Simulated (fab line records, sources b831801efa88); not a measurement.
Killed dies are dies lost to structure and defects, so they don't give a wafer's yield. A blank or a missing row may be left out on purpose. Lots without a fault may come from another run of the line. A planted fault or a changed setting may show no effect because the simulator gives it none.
Which tool did it? | flow gf180mcu | 11 lots, 33 wafers sampled, at 5 steps of a route of 602

WHAT THE GAUGES READ, wafer by wafer
GF_V4_CD_MEAS_14: target cd 260 nm. Usual: cd_nm 260.5 nm, standard deviation 1.3.
lot  | measured     | on        | cd_nm (nm)        | flag
L783 | day 24 03:59 | cd_sem-02 | 259.9 258.8 259.7 |
L784 | day 24 16:44 | cd_sem-01 | 261.4 261.3 261.6 |
L786 | day 25 09:11 | cd_sem-02 | 260.9 261.6 262.4 |
L791 | day 27 00:29 | cd_sem-02 | 257.9 257.6 258.4 |
L794 | day 27 20:05 | cd_sem-01 | 260.4 260.7 259.5 |
L795 | day 27 21:56 | cd_sem-01 | 257.4 257.9 256.8 |
L796 | day 28 09:15 | cd_sem-02 | 259.9 260.0 259.2 |
L800 | day 30 00:11 | cd_sem-01 | 262.3 262.4 262.7 |
L801 | day 30 00:32 | cd_sem-01 | 259.5 259.7 259.8 |
L806 | day 31 08:58 | cd_sem-01 | 260.3 258.6 258.7 |
L805 | day 31 12:55 | cd_sem-02 | 261.9 262.7 262.1 |

GF_V4_RS_MEAS_24: measures by four-point-probe. Usual: V4_W_RS 0.333 ohm/sq, standard deviation 0.0048.
lot  | measured     | on            | V4_W_RS (ohm/sq)  | flag
L783 | day 24 05:05 | film_metro-04 | 0.339 0.334 0.334 |
L784 | day 24 17:52 | film_metro-02 | 0.333 0.332 0.330 |
L786 | day 25 10:16 | film_metro-04 | 0.335 0.331 0.332 |
L791 | day 27 01:37 | film_metro-02 | 0.333 0.332 0.336 |
L794 | day 27 21:28 | film_metro-02 | 0.327 0.320 0.325 |
L795 | day 27 22:58 | film_metro-02 | 0.327 0.328 0.327 |
L796 | day 28 10:17 | film_metro-03 | 0.343 0.336 0.337 |
L800 | day 30 01:19 | film_metro-02 | 0.232 0.335 0.332 | OFF
L801 | day 30 01:34 | film_metro-02 | 0.333 0.330 0.330 |
L806 | day 31 10:20 | film_metro-02 | 0.329 0.329 0.328 |
L805 | day 31 13:59 | film_metro-02 | 0.331 0.330 0.326 |

GF_V4_THK_MEAS_25: measures by xrf. Usual: V4_W_THK 339 nm, standard deviation 4.9.
lot  | measured     | on            | V4_W_THK (nm) | flag
L783 | day 24 05:12 | film_metro-04 | 335 339 337   |
L784 | day 24 17:59 | film_metro-02 | 337 337 341   |
L786 | day 25 10:23 | film_metro-04 | 344 347 348   |
L791 | day 27 01:44 | film_metro-02 | 339 339 333   |
L794 | day 27 21:35 | film_metro-02 | 343 349 344   |
L795 | day 27 23:05 | film_metro-02 | 343 343 341   |
L796 | day 28 10:23 | film_metro-03 | 327 335 335   |
L800 | day 30 01:26 | film_metro-02 | 484 338 341   | OFF
L801 | day 30 01:41 | film_metro-02 | 337 343 344   |
L806 | day 31 10:28 | film_metro-02 | 343 343 345   |
L805 | day 31 14:05 | film_metro-02 | 341 343 348   |

WHICH TOOL RAN EACH LOT (tool, then ch and the chambers of the sampled wafers, then the start)
lot  | GF_V4_ETCH_17                                 | GF_V4_CVD_23
L783 | rie_diel-01 ch 1,2,3, day 24 04:58 or earlier | cvd_w-01 ch 0,1, day 24 04:58
L784 | rie_diel-02 ch 2,3, day 24 17:46 or earlier   | cvd_w-02 ch 0,1, day 24 17:46
L786 | rie_diel-02 ch 0,3, day 25 10:08 or earlier   | cvd_w-02 ch 0,1, day 25 10:08
L791 | rie_diel-03 ch 1,2,3, day 27 01:29 or earlier | cvd_w-02 ch 0,1, day 27 01:29
L794 | rie_diel-01 ch 1,2,3, day 27 21:21 or earlier | cvd_w-02 ch 0,1, day 27 21:21
L795 | rie_diel-03 ch 1,2,3, day 27 22:50 or earlier | cvd_w-02 ch 0,1, day 27 22:50
L796 | rie_diel-02 ch 1,2, day 28 10:09 or earlier   | cvd_w-01 ch 1, day 28 10:09
L800 | rie_diel-01 ch 0,1,3, day 30 01:12 or earlier | cvd_w-01 ch 0,1, day 30 01:12
L801 | rie_diel-03 ch 0,1, day 30 01:28 or earlier   | cvd_w-02 ch 0, day 30 01:28
L806 | rie_diel-01 ch 0,3, day 31 10:14 or earlier   | cvd_w-02 ch 1, day 31 10:14
L805 | rie_diel-02 ch 1,2,3, day 31 13:50 or earlier | cvd_w-02 ch 0,1, day 31 13:50
- GF_V4_ETCH_17: etches SiO2 in C4F8/O2/Ar, stops on TiN, target depth 630 nm.
- GF_V4_CVD_23: deposits W, target thk 350 nm, time 104.9 s.

WHAT THE TOOLS THEMSELVES READ (means of the sampled wafers that have a number; where no wafer has one, the mark that the record gives instead)
GF_V4_ETCH_17. Usual: oes_product_au 0.855 a.u., standard deviation 0.0046.
lot  | tool        | oes_product_au (a.u.) | flag
L783 | rie_diel-01 | 0.856                 |
L784 | rie_diel-02 | 0.851                 |
L786 | rie_diel-02 | 0.858                 |
L791 | rie_diel-03 | 0.856                 |
L794 | rie_diel-01 | 0.854                 |
L795 | rie_diel-03 | 0.851                 |
L796 | rie_diel-02 | 0.858                 |
L800 | rie_diel-01 | 0.859                 |
L801 | rie_diel-03 | 0.857                 |
L806 | rie_diel-01 | 0.853                 |
L805 | rie_diel-02 | 0.857                 |

GF_V4_CVD_23. Usual: heater_power_w 790 W, standard deviation 64.
lot  | tool     | heater_power_w (W) | flag
L783 | cvd_w-01 | 872                |
L784 | cvd_w-02 | 751                |
L786 | cvd_w-02 | 745                |
L791 | cvd_w-02 | 755                |
L794 | cvd_w-02 | 765                |
L795 | cvd_w-02 | 749                |
L796 | cvd_w-01 | 783                |
L800 | cvd_w-01 | 891                |
L801 | cvd_w-02 | 756                |
L806 | cvd_w-02 | 762                |
L805 | cvd_w-02 | 758                |

THE ANSWER, worked out from the rows above alone
Rule: a lot is off if the mean of its wafers that have a number lies more than 3 standard deviations from the usual mean. A lot without any number at a reading at which 4 lots or more have one is off too. The other lots that the step has rows for count as sound. The gauges are gone through in route order, then the tools' own readings, and for those a lot's mean is taken as printed above. The first step at which some lot is off is used, and at that step the reading that is off furthest; a lot without a number counts as furthest.
Off: L800, at GF_V4_RS_MEAS_24 (V4_W_RS).
A tool fits if, at a process step before that reading, it ran every lot that is off, and no sound lot after the first of them. The gauges at GF_V4_RS_MEAS_24 are tried like those tools. GF_V4_ETCH_17 gives no start for some lots, so the hours and the order of its lots are those of GF_V4_CVD_23. One fits: cvd_w-01 at GF_V4_CVD_23. Its last sound lot is L796 (day 28 10:09), its first lot that is off L800 (day 30 01:12): a fault that began between those two fits.

WHAT THE SIMULATOR HAD PUT IN
Process parameter drift: cvd_w-01, from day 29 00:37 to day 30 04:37, at GF_V4_CVD_23. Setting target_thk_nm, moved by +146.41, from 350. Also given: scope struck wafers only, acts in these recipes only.
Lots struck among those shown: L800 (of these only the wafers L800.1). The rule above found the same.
